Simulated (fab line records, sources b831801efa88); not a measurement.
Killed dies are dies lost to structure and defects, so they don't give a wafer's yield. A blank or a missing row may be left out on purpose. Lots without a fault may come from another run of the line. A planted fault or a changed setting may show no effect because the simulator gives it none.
Which tool did it? | flow sky130 | 13 lots, 39 wafers sampled, at 5 steps of a route of 708

WHAT THE GAUGES READ, wafer by wafer
The record holds no reading of a measuring or inspecting step that can be judged against a usual standard deviation.

WHICH TOOL RAN EACH LOT (tool, then ch and the chambers of the sampled wafers, then the start)
lot  | SKY_LI_CONTACT_CMP_02         | SKY_VIA4_ETCH_12                   | SKY_METAL5_SPUTTER_01        | SKY_PAD_OPEN_ETCH_07               | SKY_PAD_OPEN_PROBE_99
L742 | cmp-01 ch 1,2,3, day 28 02:31 | rie_diel-03 ch 0,1,3, day 43 02:11 | pvd_sputter-02, day 43 03:38 | rie_diel-04 ch 1,2,3, day 45 22:29 | prober-01, day 46 00:55
L744 | cmp-02 ch 0,1, day 28 13:22   | rie_diel-02 ch 1,2, day 43 06:46   | pvd_sputter-04, day 43 08:16 | rie_diel-03 ch 0,1, day 46 03:42   | prober-01, day 46 06:01
L745 | cmp-01 ch 0,2,3, day 28 18:31 | rie_diel-04 ch 2,3, day 43 14:02   | pvd_sputter-01, day 43 15:50 | rie_diel-01 ch 0,1, day 46 11:35   | prober-02, day 46 13:55
L747 | cmp-01 ch 1,2, day 29 10:44   | rie_diel-04 ch 0,1,3, day 44 05:02 | pvd_sputter-04, day 44 06:30 | rie_diel-03 ch 1,2, day 46 23:18   | prober-02, day 47 01:40
L748 | cmp-01 ch 0,1, day 29 20:37   | rie_diel-04 ch 0,1,2, day 44 09:32 | pvd_sputter-02, day 44 11:15 | rie_diel-01 ch 0,1,3, day 47 03:35 | prober-01, day 47 05:55
L749 | cmp-01 ch 0,1,3, day 30 13:16 | rie_diel-04 ch 0,2,3, day 44 22:50 | pvd_sputter-01, day 45 00:50 | rie_diel-04 ch 2,3, day 47 14:56   | prober-02, day 47 17:19
L751 | cmp-02 ch 1,2,3, day 31 11:25 | rie_diel-04 ch 0,1,3, day 45 16:14 | pvd_sputter-04, day 45 17:39 | rie_diel-01 ch 0,1,2, day 48 06:20 | prober-01, day 48 08:40
L754 | cmp-01 ch 0,3, day 32 14:16   | rie_diel-04 ch 0,1,2, day 46 14:05 | pvd_sputter-02, day 46 15:28 | rie_diel-03 ch 1,2, day 49 02:06   | prober-02, day 49 04:25
L753 | cmp-02 ch 0,3, day 32 16:28   | rie_diel-04 ch 0,3, day 46 17:19   | pvd_sputter-02, day 46 18:41 | rie_diel-01 ch 0,1, day 49 04:47   | prober-01, day 49 07:09
L759 | cmp-02 ch 1,3, day 34 04:25   | rie_diel-02 ch 1,2,3, day 47 17:58 | pvd_sputter-01, day 47 19:21 | rie_diel-04 ch 0,3, day 50 03:29   | prober-02, day 50 05:49
L760 | cmp-01 ch 0,2,3, day 34 06:07 | rie_diel-02 ch 0,2, day 47 19:20   | pvd_sputter-01, day 47 20:48 | rie_diel-01 ch 0,3, day 50 05:26   | prober-01, day 50 07:46
L761 | cmp-01 ch 0,1,3, day 34 13:40 | rie_diel-04 ch 0,1,2, day 48 01:19 | pvd_sputter-02, day 48 02:46 | rie_diel-03 ch 1,2,3, day 50 08:53 | prober-02, day 50 11:15
L764 | cmp-02 ch 0,1,2, day 35 05:17 | rie_diel-02 ch 0,2, day 48 14:17   | pvd_sputter-04, day 48 15:40 | rie_diel-03 ch 0,2, day 50 20:59   | prober-01, day 50 23:26
- SKY_LI_CONTACT_CMP_02: polishes PSG.
- SKY_VIA4_ETCH_12: etches SiO2 in C4F8/O2/Ar, stops on TiN, target depth 580 nm.
- SKY_METAL5_SPUTTER_01: material TiN, target thk 20 nm, time 16.7 s.
- SKY_PAD_OPEN_ETCH_07: etches the open film in CF4/O2, stops on AlCu, target depth 725 nm, time 168.2 s.
- SKY_PAD_OPEN_PROBE_99

WHAT THE TOOLS THEMSELVES READ (means of the sampled wafers that have a number; where no wafer has one, the mark that the record gives instead)
SKY_LI_CONTACT_CMP_02.
lot  | tool   | motor_current_A (A) | time_to_endpoint_s (s)
L742 | cmp-01 | 12.6                | 31.9
L744 | cmp-02 | 12.4                | 33.5
L745 | cmp-01 | 12.9                | 29.7
L747 | cmp-01 | 12.5                | 34.9
L748 | cmp-01 | 12.5                | 35.2
L749 | cmp-01 | 13.2                | 33.3
L751 | cmp-02 | 12.6                | 34.4
L754 | cmp-01 | 13.6                | 33.2
L753 | cmp-02 | 12.4                | 33.9
L759 | cmp-02 | 11.9                | 31.0
L760 | cmp-01 | 13.3                | 34.3
L761 | cmp-01 | 12.8                | 36.5
L764 | cmp-02 | 12.7                | 32.9

SKY_VIA4_ETCH_12.
lot  | tool        | bias_w (W) | oes_product_au (a.u.)
L742 | rie_diel-03 | 1160       | 0.924
L744 | rie_diel-02 | 1160       | 0.923
L745 | rie_diel-04 | 1165       | 0.931
L747 | rie_diel-04 | 1164       | 0.926
L748 | rie_diel-04 | 1163       | 0.926
L749 | rie_diel-04 | 1163       | 0.923
L751 | rie_diel-04 | 1164       | 0.927
L754 | rie_diel-04 | 1160       | 0.925
L753 | rie_diel-04 | 1164       | 0.929
L759 | rie_diel-02 | 1160       | 0.928
L760 | rie_diel-02 | 1165       | 0.935
L761 | rie_diel-04 | 1162       | 0.925
L764 | rie_diel-02 | 1163       | 0.928

SKY_METAL5_SPUTTER_01.
lot  | tool           | throttle_valve_pct (%)
L742 | pvd_sputter-02 | 30.3
L744 | pvd_sputter-04 | 28.1
L745 | pvd_sputter-01 | 29.0
L747 | pvd_sputter-04 | 28.2
L748 | pvd_sputter-02 | 30.4
L749 | pvd_sputter-01 | 29.5
L751 | pvd_sputter-04 | 28.7
L754 | pvd_sputter-02 | 30.3
L753 | pvd_sputter-02 | 29.3
L759 | pvd_sputter-01 | 28.9
L760 | pvd_sputter-01 | 29.5
L761 | pvd_sputter-02 | 30.1
L764 | pvd_sputter-04 | 29.2

SKY_PAD_OPEN_ETCH_07.
lot  | tool        | drypump_motor_current_A (A) | oes_product_au (a.u.) | throttle_valve_pct (%)
L742 | rie_diel-04 | 5.3                         | 0.976                 | 5.965
L744 | rie_diel-03 | 5.9                         | 0.966                 | 5.966
L745 | rie_diel-01 | 5.9                         | 0.973                 | 5.955
L747 | rie_diel-03 | 5.6                         | 0.978                 | 5.959
L748 | rie_diel-01 | 5.6                         | 0.971                 | 5.967
L749 | rie_diel-04 | 5.2                         | 0.976                 | 5.956
L751 | rie_diel-01 | 5.8                         | 0.970                 | 5.967
L754 | rie_diel-03 | 5.7                         | 0.973                 | 5.966
L753 | rie_diel-01 | 5.9                         | 0.969                 | 5.966
L759 | rie_diel-04 | 6.1                         | 0.977                 | 5.966
L760 | rie_diel-01 | 5.8                         | 0.971                 | 5.961
L761 | rie_diel-03 | 5.6                         | 0.966                 | 5.947
L764 | rie_diel-03 | 5.6                         | 0.973                 | 5.968

SKY_PAD_OPEN_PROBE_99.
lot  | tool      | killed_at_M0_to_M3 | killed_at_M4_up | killed_at_contacts | killed_at_front_end | killed_at_other | killed_dies | killed_on_rim | killed_open | killed_short
L742 | prober-01 | 47                 | 2.3             | 23                 | 17                  | 0.7             | 90          | 20            | 50          | 40
L744 | prober-01 | 48                 | 1.0             | 24                 | 15                  | 0.3             | 88          | 20            | 40          | 49
L745 | prober-02 | 44                 | 1.3             | 23                 | 21                  | 0.0             | 89          | 18            | 49          | 40
L747 | prober-02 | 48                 | 2.0             | 30                 | 16                  | 0.0             | 96          | 17            | 53          | 43
L748 | prober-01 | 39                 | 3.3             | 30                 | 14                  | 0.3             | 87          | 16            | 45          | 42
L749 | prober-02 | 46                 | 2.7             | 24                 | 17                  | 0.3             | 89          | 15            | 43          | 46
L751 | prober-01 | 44                 | 4.7             | 25                 | 13                  | 0.3             | 88          | 17            | 47          | 41
L754 | prober-02 | 52                 | 6.0             | 17                 | 12                  | 0.3             | 86          | 19            | 47          | 39
L753 | prober-01 | 41                 | 4.7             | 22                 | 16                  | 0.0             | 84          | 15            | 50          | 34
L759 | prober-02 | 43                 | 3.0             | 21                 | 11                  | 0.0             | 78          | 11            | 43          | 35
L760 | prober-01 | 38                 | 2.7             | 232                | 8                   | 0.0             | 281         | 56            | 33          | 34
L761 | prober-02 | 32                 | 3.0             | 234                | 10                  | 0.0             | 279         | 51            | 32          | 28
L764 | prober-01 | 50                 | 5.0             | 22                 | 17                  | 0.3             | 95          | 17            | 52          | 43

THE ANSWER, worked out from the rows above alone
Rule: what is usual is taken from the lots themselves. Put in order of their means at a reading, lots are off if they are a third of the lots or fewer, leave a main group of 4 or more, and stand apart from it by a gap of 3 or more times the standard deviation of the main group's means; of several such gaps the widest counts. A main group whose means are all the same, to the digits that the tables above print for the reading, isn't used. A lot without any number at a reading at which 4 lots or more have one is off too. The other lots that the step has rows for count as sound. The gauges are gone through in route order, then the tools' own readings, and for those a lot's mean is taken as printed above. The first step at which some lot is off is used, and at that step the reading that is off furthest; a lot without a number counts as furthest.
Off: L760, L761, at SKY_PAD_OPEN_PROBE_99 (killed_at_contacts). The main group: mean 24, standard deviation 3.6.
A tool fits if, at that step or a process step before it, it ran every lot that is off, and no sound lot after the first of them. One fits: cmp-01 at SKY_LI_CONTACT_CMP_02. Its last sound lot is L754 (day 32 14:16), its first lot that is off L760 (day 34 06:07): a fault that began between those two fits.

WHAT THE SIMULATOR HAD PUT IN
Chamber particle source: cmp-01, from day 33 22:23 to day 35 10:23, at SKY_LI_CONTACT_CMP_02. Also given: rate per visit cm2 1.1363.
Lots struck among those shown: L760, L761. The rule above found the same.
